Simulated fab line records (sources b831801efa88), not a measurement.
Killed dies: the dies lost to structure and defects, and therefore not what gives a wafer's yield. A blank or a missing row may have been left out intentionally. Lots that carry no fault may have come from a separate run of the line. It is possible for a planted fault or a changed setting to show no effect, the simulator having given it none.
Chamber matching || flow sky130 || rieDiel-02 running SKY_POLY_CUT_ETCH_11: 4 sister chambers
The step etches Si3N4 in CF4/CH2F2/Ar, stops on poly-Si, time 42.5 s, target depth 60 nm. 4 wafers are shown with their chamber, then 9 later ones without.

WAFERS WITH THEIR CHAMBER
{"wafer": "L404.4", "chamber": 3, "drypumpMotorCurrentA (A)": 5.3}
{"wafer": "L405.4", "chamber": 2, "drypumpMotorCurrentA (A)": 5.9}
{"wafer": "L406.3", "chamber": 1, "drypumpMotorCurrentA (A)": 5.3}
{"wafer": "L406.4", "chamber": 0, "drypumpMotorCurrentA (A)": 6.3}

WAFERS WITH NO CHAMBER GIVEN
{"wafer": "L411.1", "drypumpMotorCurrentA (A)": 5.4}
{"wafer": "L411.4", "drypumpMotorCurrentA (A)": 5.3}
{"wafer": "L411.5", "drypumpMotorCurrentA (A)": 6.3}
{"wafer": "L412.3", "drypumpMotorCurrentA (A)": 5.3}
{"wafer": "L412.4", "drypumpMotorCurrentA (A)": 6.3}
{"wafer": "L412.5", "drypumpMotorCurrentA (A)": 5.9}
{"wafer": "L414.1", "drypumpMotorCurrentA (A)": 6.0}
{"wafer": "L414.3", "drypumpMotorCurrentA (A)": 5.3}
{"wafer": "L414.6", "drypumpMotorCurrentA (A)": 6.3}

CHAMBER TAKEN BY EACH
{"wafer": "L411.1", "from the rows above": "can't be placed: 1 or 3", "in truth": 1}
{"wafer": "L411.4", "from the rows above": "can't be placed: 1 or 3", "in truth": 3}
{"wafer": "L411.5", "from the rows above": 0, "in truth": 0}
{"wafer": "L412.3", "from the rows above": "can't be placed: 1 or 3", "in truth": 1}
{"wafer": "L412.4", "from the rows above": 0, "in truth": 0}
{"wafer": "L412.5", "from the rows above": 2, "in truth": 2}
{"wafer": "L414.1", "from the rows above": 2, "in truth": 2}
{"wafer": "L414.3", "from the rows above": "can't be placed: 1 or 3", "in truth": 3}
{"wafer": "L414.6", "from the rows above": 0, "in truth": 0}
Correct placement for 5 of the 9. From these rows, 4 cannot be placed; in 4 the true chamber is one of the candidates. 0 placed wrongly.
How it was worked out, from the rows above alone: a wafer's distance from a chamber is the root of the sum, over the readings, of the square of ((its reading less the chamber's mean) divided by the reading's scatter). If the next closest chamber is less than 2 further off than the closest, the wafer can't be placed; otherwise it belongs to the closest. Each chamber's mean is taken over the wafers shown for it. The scatter: with one shown wafer a chamber, the root of the mean of the squares of how far each hidden wafer lies from its nearest shown one.
